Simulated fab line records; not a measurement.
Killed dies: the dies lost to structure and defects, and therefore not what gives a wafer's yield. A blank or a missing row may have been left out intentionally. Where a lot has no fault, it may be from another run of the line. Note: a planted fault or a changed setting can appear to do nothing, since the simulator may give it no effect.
A lot that was struck, set against a sound lot	flow sky130	17 out of 708 route steps
Sound: wafers L974.3, L974.5, L974.6. The struck wafers were L984.1, L984.4. Last of all comes the cause.
For every step that has rows: the tool of each side, followed by ch and its chambers, followed by its first start. Under that, the readings that differ: sound wafers	struck wafers	difference of the means	sigmas: that difference in standard deviations of wafers without a fault.
alike: readings with means less than 2 such deviations apart, plus words and numbers identical on both sides. not compared: withheld readings, readings lacking a value on some wafer, bounds such as >300 that could conceal the same value, and numbers that have no deviation in the record and whose values overlap.
Wherever a step has rows on one side only, a row that says differs or no value, or a row with sigmas, the two part there. Numbers that have no deviation but don't overlap get no sigmas and don't part them. A reading that every wafer of one side lacks parts them only if that side has two wafers or more.

SKY_LDD_P_OVL_MEAS_08:
  sound: overlay-01 at day 22 09:17; struck: overlay-02 at day 25 03:31
  alike: LDD_P_OVL
then, 1 step without rows for these wafers: SKY_LDD_P_IMPLANT_09.
SKY_LDD_P_STRIP_10: strips in O2/N2.
  sound on plasma asher-04 ch 0,1, day 22 09:31; struck on plasma asher-02 ch 0,1, day 25 03:43
reading	sound	struck	difference	sigmas
strip time to endpoint s (s)	14.19 14.16 14.21	14.26 14.28	+0.08	+2
  alike: drypump motor current A, oes product au
  not compared: rf hours counter h
SKY_LDD_P_TW_MEAS_11:
  sound: film metro-03 at day 22 09:35; struck: film metro-03 at day 25 03:49
  alike: LDD_P_TW
then, 7 steps without rows for these wafers: SKY_LDD_HVN_DEHYDRATE_00 (time 60 s); SKY_LDD_HVN_HMDS_01 (prime time 60 s); SKY_LDD_HVN_COAT_02 (resist thk 300 nm); SKY_LDD_HVN_SOFTBAKE_03 (time 60 s); SKY_LDD_HVN_EXPOSE_04 (exposes mask HVNTM, target cd 700 nm); SKY_LDD_HVN_PEB_05; SKY_LDD_HVN_DEVELOP_06 (develop time 60 s).
SKY_LDD_HVN_OVL_MEAS_07:
  sound: overlay-01 at day 23 16:16; struck: overlay-02 at day 26 08:43
  alike: LDD_HVN_OVL
SKY_LDD_HVN_IMPLANT_08:
  sound on implanter-04 ch 0, day 23 16:20; struck on implanter-01 ch 0, day 26 08:45
reading	sound	struck	difference	sigmas
beam on s (s)	9.96 10.04 10.14	10.99 11.02	+0.96	+5
faraday current uA	171 168 167	154 153	-15	-4
  alike: beam energy keV
SKY_LDD_HVN_STRIP_09: strips in O2/N2.
  sound on plasma asher-03 ch 0,1, day 23 16:28; struck on plasma asher-04 ch 0,1, day 26 08:54
reading	sound	struck	difference	sigmas
strip time to endpoint s (s)	4.148 4.147 4.160	4.109 4.113	-0.041	-2
  alike: drypump motor current A, oes product au
  not compared: rf hours counter h
SKY_LDD_HVN_TW_MEAS_10:
  sound: film metro-03 at day 23 16:34; struck: film metro-03 at day 26 09:00
reading	sound	struck	difference	sigmas
LDD_HVN_TW	1451 1448 1450	1478 1477	+28	+2
then, 1 step without rows for these wafers: SKY_LDD_HVP_DEHYDRATE_00 (time 60 s).
-- the record jumps here: 23 days lie between the struck wafers' starts before and after (it left off in module LDD_HVP and takes up again in module PAD_OPEN, whose first step shown is number 708 of the route) --
SKY_PAD_OPEN_PROBE_99:
  sound: prober-01 at day 48 09:34; struck: prober-02 at day 49 19:35
reading	sound	struck	difference	sigmas
model.etest.tip_n_5v.rs ohm sq	1383 1376 1387	1357 1352	-28	
  alike: killed_at_M0_to_M3, killed_at_M4_up, killed at contacts, killed at front end, killed at other, killed dies, killed open, killed short

WHERE THEY PART
At SKY_LDD_P_STRIP_10 first; at SKY_LDD_HVN_TW_MEAS_10 last (within this record only). Later steps at which nothing parts them and some readings are alike: SKY_PAD_OPEN_PROBE_99.

WHY: what the simulator had put in
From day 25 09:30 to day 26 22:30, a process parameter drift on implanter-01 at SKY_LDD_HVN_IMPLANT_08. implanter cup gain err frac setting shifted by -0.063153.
